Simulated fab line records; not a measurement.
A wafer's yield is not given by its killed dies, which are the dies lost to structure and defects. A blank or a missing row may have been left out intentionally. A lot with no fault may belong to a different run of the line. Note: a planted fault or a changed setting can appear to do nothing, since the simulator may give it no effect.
Which tool did it?    flow gf180mcu    route of 602 steps, sampled at 1 step: 13 lots, 39 wafers

## WHAT THE GAUGES READ, wafer by wafer
GF_NSD_CD_MEAS_07: target cd 400 nm.
lot   measured      on         cd-nm (nm)
L934  day 13 16:02  cd-sem-02  403.8 402.6 400.4
L935  day 13 22:22  cd-sem-02  400.2 398.9 399.2
L936  day 14 13:48  cd-sem-01  399.7 400.3 397.7
L937  day 14 19:32  cd-sem-02  401.1 399.3 400.1
L940  day 15 17:52  cd-sem-01  401.5 401.3 400.2
L942  day 16 09:11  cd-sem-01  396.1 396.7 397.8
L944  day 17 05:01  cd-sem-02  400.9 399.3 400.3
L949  day 18 21:34  cd-sem-01  403.1 400.4 403.0
L951  day 19 16:54  cd-sem-01  396.2 398.5 396.5
L952  day 19 21:24  cd-sem-02  398.1 397.0 398.2
L954  day 20 15:17  cd-sem-02  396.8 396.1 397.0
L955  day 20 23:56  cd-sem-01  401.2 403.2 399.8
L956  day 21 04:48  cd-sem-02  402.7 403.8 402.5

## EACH LOT AND THE TOOL THAT RAN IT (in order: tool; ch and the chambers of the sampled wafers; start)
No process step before these readings appears in the record.

## WHAT THE TOOLS THEMSELVES READ (means of the sampled wafers that have a number; where no wafer has one, the mark that the record gives instead)
The record holds no such reading with a usual standard deviation.

## THE ANSWER, worked out from the rows above alone
Rule: the lots themselves supply what counts as usual. The widest of any qualifying gaps counts: lots, ordered by their means at a reading, are off when they make up no more than a third of the lots, leave a main group of 4 or more, and stand apart from it by 3 or more times the standard deviation of that group's means. If all means in a main group match to the digits the tables above print for the reading, that group is not used. A lot without any number at a reading at which 4 lots or more have one is off too. Where the step has rows for the other lots, those lots are counted as sound. The gauges are gone through in route order, then the tools' own readings, and for those a lot's mean is taken as printed above. At the first step where some lot is off, the reading lying furthest off is the one used; lots without a number count as furthest.
None of the lots is off at any reading shown; this tells nothing.

## WHAT THE SIMULATOR PUT IN
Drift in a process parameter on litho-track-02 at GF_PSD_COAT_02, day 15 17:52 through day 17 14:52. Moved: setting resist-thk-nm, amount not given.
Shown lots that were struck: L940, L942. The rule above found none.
